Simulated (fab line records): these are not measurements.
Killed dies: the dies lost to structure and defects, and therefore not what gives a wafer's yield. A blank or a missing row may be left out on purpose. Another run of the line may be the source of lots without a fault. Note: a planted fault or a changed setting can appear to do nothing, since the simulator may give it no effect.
What tool caused it? / flow gf180mcu / 11 lots, 33 wafers sampled, at 4 steps of a route of 602

## WHAT EACH GAUGE READ, for each wafer
GF_M4_RS_MEAS_05: a four-point-probe measurement.
lot=L593; measured=day 23 12:40; on=film metro-02; M4_ALCU_RS (ohm/sq)=0.0693 0.0682 0.0695
lot=L596; measured=day 24 14:28; on=film metro-03; M4_ALCU_RS (ohm/sq)=0.0697 0.0696 0.0698
lot=L601; measured=day 26 19:48; on=film metro-04; M4_ALCU_RS (ohm/sq)=0.0704 0.0706 0.0698
lot=L603; measured=day 27 04:17; on=film metro-04; M4_ALCU_RS (ohm/sq)=7.1582 7.1585 7.1197
lot=L604; measured=day 27 11:08; on=film metro-04; M4_ALCU_RS (ohm/sq)=7.2079 7.1588 7.1646
lot=L606; measured=day 27 20:29; on=film metro-03; M4_ALCU_RS (ohm/sq)=7.2364 7.2688 7.2374
lot=L609; measured=day 28 15:46; on=film metro-03; M4_ALCU_RS (ohm/sq)=0.0689 0.0675 0.0686
lot=L610; measured=day 29 02:10; on=film metro-04; M4_ALCU_RS (ohm/sq)=0.0676 0.0688 0.0691
lot=L611; measured=day 29 06:26; on=film metro-03; M4_ALCU_RS (ohm/sq)=0.0689 0.0678 0.0692
lot=L612; measured=day 29 12:30; on=film metro-04; M4_ALCU_RS (ohm/sq)=0.0699 0.0689 0.0697
lot=L613; measured=day 29 19:46; on=film metro-03; M4_ALCU_RS (ohm/sq)=0.0687 0.0685 0.0687

## TOOL THAT RAN EACH LOT (tool first, then ch and the chambers of the sampled wafers, then the start)
lot=L593; GF_V3_ETCH_16=rie diel-03 ch 0,1,2, day 23 10:43; GF_M4_SPUTTER_00=pvd sputter-04, day 23 12:25; GF_M4_SPUTTER_02=pvd sputter-04, day 23 12:33
lot=L596; GF_V3_ETCH_16=rie diel-04 ch 0,1,2, day 24 12:52; GF_M4_SPUTTER_00=pvd sputter-01, day 24 14:15; GF_M4_SPUTTER_02=pvd sputter-01, day 24 14:23
lot=L601; GF_V3_ETCH_16=rie diel-03 ch 0,1,3, day 26 18:04; GF_M4_SPUTTER_00=pvd sputter-01, day 26 19:32; GF_M4_SPUTTER_02=pvd sputter-01, day 26 19:41
lot=L603; GF_V3_ETCH_16=rie diel-01 ch 1,2,3, day 27 02:40; GF_M4_SPUTTER_00=pvd sputter-04, day 27 04:01; GF_M4_SPUTTER_02=pvd sputter-04, day 27 04:09
lot=L604; GF_V3_ETCH_16=rie diel-04 ch 0,1,2, day 27 09:34; GF_M4_SPUTTER_00=pvd sputter-03, day 27 10:55; GF_M4_SPUTTER_02=pvd sputter-03, day 27 11:03
lot=L606; GF_V3_ETCH_16=rie diel-01 ch 0,1,2, day 27 18:55; GF_M4_SPUTTER_00=pvd sputter-04, day 27 20:16; GF_M4_SPUTTER_02=pvd sputter-04, day 27 20:24
lot=L609; GF_V3_ETCH_16=rie diel-01 ch 1,2,3, day 28 14:10; GF_M4_SPUTTER_00=pvd sputter-04, day 28 15:32; GF_M4_SPUTTER_02=pvd sputter-04, day 28 15:40
lot=L610; GF_V3_ETCH_16=rie diel-04 ch 1,2, day 29 00:34; GF_M4_SPUTTER_00=pvd sputter-04, day 29 01:55; GF_M4_SPUTTER_02=pvd sputter-04, day 29 02:03
lot=L611; GF_V3_ETCH_16=rie diel-01 ch 0,2,3, day 29 04:49; GF_M4_SPUTTER_00=pvd sputter-04, day 29 06:13; GF_M4_SPUTTER_02=pvd sputter-04, day 29 06:20
lot=L612; GF_V3_ETCH_16=rie diel-01 ch 0,1,2, day 29 10:52; GF_M4_SPUTTER_00=pvd sputter-03, day 29 12:16; GF_M4_SPUTTER_02=pvd sputter-03, day 29 12:23
lot=L613; GF_V3_ETCH_16=rie diel-03 ch 0,2,3, day 29 18:11; GF_M4_SPUTTER_00=pvd sputter-01, day 29 19:32; GF_M4_SPUTTER_02=pvd sputter-01, day 29 19:40
- GF_V3_ETCH_16: etches BARC in N2/H2.
- GF_M4_SPUTTER_00: material Ti, target thk 37.5 nm, time 145 s.
- GF_M4_SPUTTER_02: material AlCu, target thk 450 nm, time 23.9 s.

## THE ANSWER, worked out from the rows above alone
Rule: usual is defined by the lots themselves. The widest of any qualifying gaps counts: lots, ordered by their means at a reading, are off when they make up no more than a third of the lots, leave a main group of 4 or more, and stand apart from it by 3 or more times the standard deviation of that group's means. Not used: any main group whose means are identical at the precision the tables above print for the reading. A lot without any number at a reading at which 4 lots or more have one is off too. Where the step has rows for the other lots, those lots are counted as sound.
Off: L603, L604, L606, at GF_M4_RS_MEAS_05 (M4_ALCU_RS). The main group: mean 0.0691 ohm/sq, standard deviation 0.00064.
If a tool, at a process step before that reading, ran all the lots that are off and no sound lot after the first of them, it fits. The gauges at GF_M4_RS_MEAS_05 are tried like those tools. Not one of the candidates tried fits.

## WHAT WAS PUT IN BY THE SIMULATOR
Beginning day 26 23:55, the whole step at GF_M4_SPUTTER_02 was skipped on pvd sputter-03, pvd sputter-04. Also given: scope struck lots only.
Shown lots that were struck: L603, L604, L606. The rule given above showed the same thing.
